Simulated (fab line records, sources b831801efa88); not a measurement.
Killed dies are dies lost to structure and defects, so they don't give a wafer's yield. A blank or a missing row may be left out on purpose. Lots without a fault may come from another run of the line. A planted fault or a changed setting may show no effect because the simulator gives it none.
One fault seen from 2 desks | flow gf180mcu | each desk has only its own numbers; what lay behind them comes last

THE METROLOGY DESK
What the gauges read, lot by lot, whatever tool the lot ran on: means of the sampled wafers that have a number. A lot is out of limits, marked OUT, if its mean lies more than 4 standard deviations from the usual mean; the brackets give that distance.
Columns: A = cd_nm at GF_V5_CD_MEAS_14, usual 260.4 nm; B = V5_W_THK at GF_V5_THK_MEAS_25, usual 358 nm
lot  | first seen here | A     | B
L911 | day 27 10:46    | 261.0 | 351
L912 | day 27 16:26    | 260.7 | 364
L913 | day 28 03:12    | 261.5 | 359
L914 | day 28 06:59    | 261.3 | 363
L916 | day 28 23:22    | 261.6 | 355
L919 | day 29 22:35    | 260.3 | 351
L920 | day 30 08:34    | 262.7 | 357
L922 | day 30 20:40    | 261.2 | 356
L924 | day 31 12:38    | 258.7 | 355
L927 | day 32 01:03    | 258.6 | 366
L929 | day 32 15:41    | 261.1 | 359
L932 | day 33 05:29    | 260.8 | 364
L934 | day 33 15:41    | 261.1 | 355
This desk's finding: nothing out of limits on any of the 13 lots.

THE TOOL OWNER'S DESK: plasma_asher-03
The tool's own readings at GF_TOP_METAL_STRIP_17 (strips in O2/N2): means of the sampled wafers that have a number, for each lot that ran on this tool. A lot is out of limits, marked OUT, if its mean lies more than 4 standard deviations from the usual mean; the brackets give that distance.
Columns: A = chamber_pressure_mTorr at GF_TOP_METAL_STRIP_17, usual 1500.0 mTorr; B = drypump_motor_current_A at GF_TOP_METAL_STRIP_17, usual 5.5 A; C = heater_power_w at GF_TOP_METAL_STRIP_17, usual 343 W; D = oes_product_au at GF_TOP_METAL_STRIP_17, usual 0.710 a.u.; E = strip_time_to_endpoint_s at GF_TOP_METAL_STRIP_17, usual 13.48 s
lot  | first seen here | A      | B   | C   | D     | E
L911 | day 28 08:44    | 1500.0 | 5.8 | 340 | 0.711 | 13.47
L914 | day 29 04:50    | 1501.0 | 5.7 | 347 | 0.709 | 13.48
L916 | day 29 19:49    | 1500.5 | 5.8 | 341 | 0.711 | 13.53
L919 | day 30 18:50    | 1499.7 | 5.7 | 343 | 0.711 | 13.41
L922 | day 31 16:27    | 1500.2 | 5.8 | 341 | 0.716 | 13.44
L924 | day 32 07:47    | 1500.7 | 5.7 | 340 | 0.710 | 13.41
This desk's finding: nothing out of limits on any of the 6 lots.

PUT TOGETHER
The metrology desk saw nothing out of limits.
The tool owner's desk saw nothing out of limits.

WHAT THE SIMULATOR HAD PUT IN
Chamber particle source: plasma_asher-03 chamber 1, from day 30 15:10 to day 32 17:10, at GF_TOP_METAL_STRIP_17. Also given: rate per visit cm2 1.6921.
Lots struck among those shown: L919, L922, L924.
